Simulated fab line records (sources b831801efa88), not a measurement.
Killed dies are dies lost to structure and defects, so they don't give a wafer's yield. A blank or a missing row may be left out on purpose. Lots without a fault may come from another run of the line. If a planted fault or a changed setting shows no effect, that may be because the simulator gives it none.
What tool caused it? :: flow gf180mcu :: Sampling: 14 lots, 42 wafers, 5 of 602 route steps

WHAT EACH GAUGE READ, for each wafer
GF_MVPSD_OVL_MEAS_07.
lot: L105
measured: day 5 23:20
on: overlay-02
MVPSD_OVL (nm): 0.5 -1.4 -0.6

lot: L106
measured: day 6 05:41
on: overlay-01
MVPSD_OVL (nm): - - -

lot: L107
measured: day 6 11:11
on: overlay-02
MVPSD_OVL (nm): - - -

lot: L113
measured: day 8 01:29
on: overlay-02
MVPSD_OVL (nm): -1.6 -0.5 -0.5

lot: L114
measured: day 8 05:17
on: overlay-02
MVPSD_OVL (nm): -0.8 -1.2 0.0

lot: L115
measured: day 8 12:56
on: overlay-02
MVPSD_OVL (nm): 2.6 -0.6 1.1

lot: L116
measured: day 8 18:08
on: overlay-01
MVPSD_OVL (nm): -0.4 -0.7 -0.7

lot: L118
measured: day 9 07:05
on: overlay-01
MVPSD_OVL (nm): -0.3 1.7 -1.5

lot: L119
measured: day 9 11:44
on: overlay-01
MVPSD_OVL (nm): -1.1 -1.1 -0.6

lot: L120
measured: day 9 18:53
on: overlay-01
MVPSD_OVL (nm): -0.7 0.6 -0.6

lot: L121
measured: day 10 02:02
on: overlay-01
MVPSD_OVL (nm): 1.8 1.4 1.2

lot: L122
measured: day 10 06:23
on: overlay-01
MVPSD_OVL (nm): -1.8 -1.6 -1.0

lot: L123
measured: day 10 13:42
on: overlay-01
MVPSD_OVL (nm): -1.4 -1.2 -0.1

lot: L124
measured: day 10 16:56
on: overlay-01
MVPSD_OVL (nm): -0.6 0.9 -1.9

GF_VT_IMPLANT_TW_MEAS_10.
lot: L105
measured: day 6 15:28
on: film_metro-01
VT_IMPLANT_TW: 564 565 565

lot: L106
measured: day 6 21:10
on: film_metro-02
VT_IMPLANT_TW: 694 699 695

lot: L107
measured: day 7 02:49
on: film_metro-04
VT_IMPLANT_TW: 684 685 681

lot: L113
measured: day 8 18:10
on: film_metro-02
VT_IMPLANT_TW: 559 560 560

lot: L114
measured: day 8 22:25
on: film_metro-04
VT_IMPLANT_TW: 555 554 557

lot: L115
measured: day 9 06:25
on: film_metro-02
VT_IMPLANT_TW: 561 557 561

lot: L116
measured: day 9 11:59
on: film_metro-01
VT_IMPLANT_TW: 567 569 562

lot: L118
measured: day 10 00:58
on: film_metro-04
VT_IMPLANT_TW: 558 559 560

lot: L119
measured: day 10 05:46
on: film_metro-04
VT_IMPLANT_TW: 558 559 556

lot: L120
measured: day 10 12:34
on: film_metro-01
VT_IMPLANT_TW: 574 572 571

lot: L121
measured: day 10 20:07
on: film_metro-04
VT_IMPLANT_TW: 555 555 559

lot: L122
measured: day 11 00:40
on: film_metro-02
VT_IMPLANT_TW: 560 565 564

lot: L123
measured: day 11 08:04
on: film_metro-01
VT_IMPLANT_TW: 567 568 569

lot: L124
measured: day 11 11:34
on: film_metro-04
VT_IMPLANT_TW: 561 561 560

GF_VT_IMPLANT_TW_MEAS_32.
lot: L105
measured: day 7 22:49
on: film_metro-02
VT_IMPLANT_3_TW: 266.9 266.3 265.7

lot: L106
measured: day 8 04:58
on: film_metro-04
VT_IMPLANT_3_TW: 562.5 560.0 559.2

lot: L107
measured: day 8 10:19
on: film_metro-04
VT_IMPLANT_3_TW: 558.4 563.0 558.6

lot: L113
measured: day 10 05:07
on: film_metro-02
VT_IMPLANT_3_TW: 268.6 267.6 267.5

lot: L114
measured: day 10 08:55
on: film_metro-04
VT_IMPLANT_3_TW: 264.5 265.2 265.3

lot: L115
measured: day 10 17:22
on: film_metro-02
VT_IMPLANT_3_TW: 266.9 267.9 269.0

lot: L116
measured: day 10 23:37
on: film_metro-01
VT_IMPLANT_3_TW: 273.0 272.2 271.8

lot: L118
measured: day 11 13:28
on: film_metro-02
VT_IMPLANT_3_TW: 269.1 269.4 268.0

lot: L119
measured: day 11 18:16
on: film_metro-01
VT_IMPLANT_3_TW: 270.7 270.6 271.7

lot: L120
measured: day 12 01:46
on: film_metro-01
VT_IMPLANT_3_TW: 269.8 270.7 270.7

lot: L121
measured: day 12 09:43
on: film_metro-01
VT_IMPLANT_3_TW: 271.7 271.2 271.9

lot: L122
measured: day 12 15:55
on: film_metro-01
VT_IMPLANT_3_TW: 270.6 270.1 269.5

lot: L123
measured: day 12 22:31
on: film_metro-02
VT_IMPLANT_3_TW: 264.6 266.9 267.9

lot: L124
measured: day 13 01:43
on: film_metro-02
VT_IMPLANT_3_TW: 266.7 267.1 267.6

GF_SAB_THK_MEAS_01.
lot: L105
measured: day 15 12:54
on: film_metro-01
SAB_CVD_00_THK (nm): 49.9 49.7 50.4

lot: L106
measured: day 16 00:17
on: film_metro-01
SAB_CVD_00_THK (nm): 49.3 50.1 50.4

lot: L107
measured: day 16 08:08
on: film_metro-03
SAB_CVD_00_THK (nm): 48.8 49.5 49.9

lot: L113
measured: day 18 13:42
on: film_metro-03
SAB_CVD_00_THK (nm): 49.8 49.6 50.6

lot: L114
measured: day 18 21:08
on: film_metro-03
SAB_CVD_00_THK (nm): 50.3 49.5 50.4

lot: L115
measured: day 19 05:26
on: film_metro-03
SAB_CVD_00_THK (nm): 49.0 50.2 49.6

lot: L116
measured: day 19 17:08
on: film_metro-03
SAB_CVD_00_THK (nm): 49.1 50.2 49.3

lot: L118
measured: day 20 09:44
on: film_metro-01
SAB_CVD_00_THK (nm): 49.3 49.0 50.0

lot: L119
measured: day 20 14:35
on: film_metro-02
SAB_CVD_00_THK (nm): 49.9 49.9 49.9

lot: L120
measured: day 21 01:05
on: film_metro-02
SAB_CVD_00_THK (nm): 49.4 49.0 49.9

lot: L121
measured: day 21 09:02
on: film_metro-03
SAB_CVD_00_THK (nm): 49.6 49.6 50.5

lot: L122
measured: day 21 15:17
on: film_metro-02
SAB_CVD_00_THK (nm): 49.5 49.9 50.8

lot: L123
measured: day 22 01:46
on: film_metro-01
SAB_CVD_00_THK (nm): 50.1 49.7 50.6

lot: L124
measured: day 22 08:20
on: film_metro-01
SAB_CVD_00_THK (nm): 50.1 50.1 50.6

WHICH TOOL RAN EACH LOT (tool, then ch and the chambers of the sampled wafers, then the start)
lot: L105
GF_MVPSD_COAT_02: litho_track-02 ch 0, day 5 15:53

lot: L106
GF_MVPSD_COAT_02: litho_track-03, day 5 22:03

lot: L107
GF_MVPSD_COAT_02: litho_track-02, day 6 03:23

lot: L113
GF_MVPSD_COAT_02: litho_track-03 ch 0, day 7 17:08

lot: L114
GF_MVPSD_COAT_02: litho_track-04 ch 0, day 7 21:05

lot: L115
GF_MVPSD_COAT_02: litho_track-02 ch 0, day 8 04:42

lot: L116
GF_MVPSD_COAT_02: litho_track-02 ch 0, day 8 09:44

lot: L118
GF_MVPSD_COAT_02: litho_track-04 ch 0, day 8 22:20

lot: L119
GF_MVPSD_COAT_02: litho_track-04 ch 0, day 9 03:10

lot: L120
GF_MVPSD_COAT_02: litho_track-02 ch 0, day 9 09:44

lot: L121
GF_MVPSD_COAT_02: litho_track-02 ch 0, day 9 17:00

lot: L122
GF_MVPSD_COAT_02: litho_track-02 ch 0, day 9 21:32

lot: L123
GF_MVPSD_COAT_02: litho_track-02 ch 0, day 10 04:15

lot: L124
GF_MVPSD_COAT_02: litho_track-02 ch 0, day 10 07:59
- GF_MVPSD_COAT_02: resist thk 3000 nm.

AS READ BY THE TOOLS THEMSELVES (means over the sampled wafers that have a number; for cases with no such wafer, the mark the record gives instead)
GF_MVPSD_COAT_02.
lot: L105
tool: litho_track-02
chill_plate_temp_C (C): 22.93
dispense_pressure_kPa (kPa): 51.4

lot: L106
tool: litho_track-03
chill_plate_temp_C (C): -
dispense_pressure_kPa (kPa): -

lot: L107
tool: litho_track-02
chill_plate_temp_C (C): -
dispense_pressure_kPa (kPa): -

lot: L113
tool: litho_track-03
chill_plate_temp_C (C): 22.93
dispense_pressure_kPa (kPa): 52.2

lot: L114
tool: litho_track-04
chill_plate_temp_C (C): 23.07
dispense_pressure_kPa (kPa): 54.3

lot: L115
tool: litho_track-02
chill_plate_temp_C (C): 22.94
dispense_pressure_kPa (kPa): 51.4

lot: L116
tool: litho_track-02
chill_plate_temp_C (C): 23.02
dispense_pressure_kPa (kPa): 51.4

lot: L118
tool: litho_track-04
chill_plate_temp_C (C): 23.07
dispense_pressure_kPa (kPa): 54.3

lot: L119
tool: litho_track-04
chill_plate_temp_C (C): 23.04
dispense_pressure_kPa (kPa): 54.3

lot: L120
tool: litho_track-02
chill_plate_temp_C (C): 23.18
dispense_pressure_kPa (kPa): 51.4

lot: L121
tool: litho_track-02
chill_plate_temp_C (C): 23.02
dispense_pressure_kPa (kPa): 51.3

lot: L122
tool: litho_track-02
chill_plate_temp_C (C): 23.02
dispense_pressure_kPa (kPa): 51.3

lot: L123
tool: litho_track-02
chill_plate_temp_C (C): 22.83
dispense_pressure_kPa (kPa): 51.4

lot: L124
tool: litho_track-02
chill_plate_temp_C (C): 23.06
dispense_pressure_kPa (kPa): 51.3

THE ANSWER, worked out from the rows above alone
Rule: the lots themselves supply what counts as usual. Put in order of their means at a reading, lots are off if they are a third of the lots or fewer, leave a main group of 4 or more, and stand apart from it by a gap of 3 or more times the standard deviation of the main group's means; of several such gaps the widest counts. A main group whose means are all the same, to the digits that the tables above print for the reading, isn't used. A lot without any number at a reading at which 4 lots or more have one is off too. Where the step has rows for the other lots, those lots are counted as sound. After the gauges, taken in route order, come the tools' own readings; for these a lot's mean is taken, as printed above. The first step at which some lot is off is used, and at that step the reading that is off furthest; a lot without a number counts as furthest.
Off: at GF_MVPSD_OVL_MEAS_07 (MVPSD_OVL), L106, L107. Without a number there: L106, L107. The main group: mean -0.4 nm, standard deviation 0.8.
A tool fits if, at a process step before that reading, it ran every lot that is off, and no sound lot after the first of them. The gauges at GF_MVPSD_OVL_MEAS_07 aren't tried: what is off there is off at GF_VT_IMPLANT_TW_MEAS_10 too, on other tools, and a gauge's error can't cause that. Of those tried, none fits.

WHAT WAS PUT IN BY THE SIMULATOR
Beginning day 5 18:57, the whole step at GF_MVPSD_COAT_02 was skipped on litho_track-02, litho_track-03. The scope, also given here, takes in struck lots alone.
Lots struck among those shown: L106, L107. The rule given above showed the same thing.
